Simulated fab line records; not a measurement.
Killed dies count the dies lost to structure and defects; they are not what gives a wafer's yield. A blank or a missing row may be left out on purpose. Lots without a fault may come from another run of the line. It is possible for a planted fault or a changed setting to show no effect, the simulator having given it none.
A lot that was struck, set against a sound lot | flow sky130 | 15 out of 708 route steps
Sound: these wafers, L169.2, L169.3, L169.4. Struck: wafer L179.1 (L179.3, L179.5, from the same lot, were not struck and are left out); the cause is given at the end.
Each step with rows lists, per side, the tool, then ch with its chambers, then its first start. Under that, the readings that differ: sound wafers | struck wafers | difference of the means | sigmas: that difference in standard deviations of wafers without a fault.
alike: a reading whose means differ by less than 2 such deviations, as well as words and numbers matching on both sides. not compared: withheld readings; readings where some wafer has no value; bounds like >300 that might hide an equal value; numbers whose values overlap and for which the record gives no deviation.
The two part at a step that has a row with sigmas, a row that says differs or no value, or rows on one side only. Numbers that have no deviation but don't overlap get no sigmas and don't part them. Lack of a reading on every wafer of one side parts them only where that side has two or more wafers.

SKY_SD_N_OVL_MEAS_08:
  sound: overlay-02 at day 28 22:11; struck: overlay-02 at day 31 15:29
  alike: SD_N_OVL
then, 2 steps without rows for these wafers: SKY_SD_N_IMPLANT_09; SKY_SD_N_IMPLANT_10.
SKY_SD_N_STRIP_11: strips in O2/N2.
  sound on plasma-asher-02 ch 0,1, day 28 22:31; struck on plasma-asher-01 ch 1, day 31 15:50
  alike: drypump-motor-current-A, oes-product-au, strip-time-to-endpoint-s
  not compared: rf-hours-counter-h
SKY_SD_N_TW_MEAS_12:
  sound: film-metro-03 at day 28 22:38; struck: film-metro-04 at day 31 15:56
  reading | sound          | struck | difference | sigmas
  SD_N_TW | 4039 4017 4013 | 3907   | -116       | -3
then, 1 step without rows for these wafers: SKY_SD_N_CLEAN_13 (cleans in SC1/SC2, time 150 s).
SKY_SD_N_RTA_14: time 2 s.
  sound on rtp-anneal-02 ch 0, day 28 22:44; struck on rtp-anneal-02 ch 0, day 31 16:03
  alike: lamp-power-pct, wafer_temp_C_max
SKY_SD_N_RS_MEAS_16: uses a four-point probe to measure.
  sound: film-metro-04 at day 28 22:55; struck: film-metro-02 at day 31 16:13
  alike: SD_N_RS
SKY_SD_N_RS_MEAS_17: uses a four-point probe to measure.
  sound: film-metro-04 at day 28 23:02; struck: film-metro-02 at day 31 16:20
  alike: SD_P_RS
SKY_SD_N_RS_MEAS_18: uses a four-point probe to measure.
  sound: film-metro-04 at day 28 23:10; struck: film-metro-02 at day 31 16:28
  alike: RES_XHIGH_RS
then, 1 step without rows for these wafers: SKY_SALICIDE_CLEAN_00 (cleans in HF-last, time 30 s).
SKY_LI_CONTACT_HDPCVD_00: deposits PSG, target thk 930 nm, time 155 s.
  sound on hdpcvd-02 ch 0,1, day 28 23:17; struck on hdpcvd-01 ch 2, day 31 16:36
  reading                                       | sound             | struck | difference | sigmas
  model.PSG_of_LI_CONTACT_HDPCVD_00.thk-nm (nm) | 942.4 946.7 937.6 | 1254   | +312       |
  alike: susceptor-temp-C
SKY_LI_CONTACT_THK_MEAS_01:
  sound: film-metro-03 at day 28 23:23; struck: film-metro-02 at day 31 16:42
  reading                    | sound       | struck | difference | sigmas
  LI_CONTACT_HDPCVD_THK (nm) | 942 946 938 | 1254   | +312       | +31
SKY_LI_CONTACT_CMP_02: polishes PSG.
  sound on cmp-01 ch 0,1,3, day 28 23:26; struck on cmp-02 ch 2, day 31 16:46
  reading                | sound          | struck | difference | sigmas
  motor-current-A (A)    | 11.5 13.4 15.3 | 10.8   | -2.6       | -2
  time-to-endpoint-s (s) | 32.6 32.2 31.6 | 66.2   | +34.1      | +13
  alike: edge-zone-pressure-frac, slurry-flow-ml-min
SKY_LI_CONTACT_BOW_MEAS_03:
  sound: film-metro-02 at day 28 23:46; struck: film-metro-03 at day 31 17:04
  alike: LI_CONTACT_BOW

== WHERE THEY PART ==
Earliest at SKY_SD_N_TW_MEAS_12; latest, in this record, at SKY_LI_CONTACT_CMP_02. Later steps at which nothing parts them and some readings are alike: SKY_LI_CONTACT_BOW_MEAS_03.

WHY: whatever the simulator had introduced
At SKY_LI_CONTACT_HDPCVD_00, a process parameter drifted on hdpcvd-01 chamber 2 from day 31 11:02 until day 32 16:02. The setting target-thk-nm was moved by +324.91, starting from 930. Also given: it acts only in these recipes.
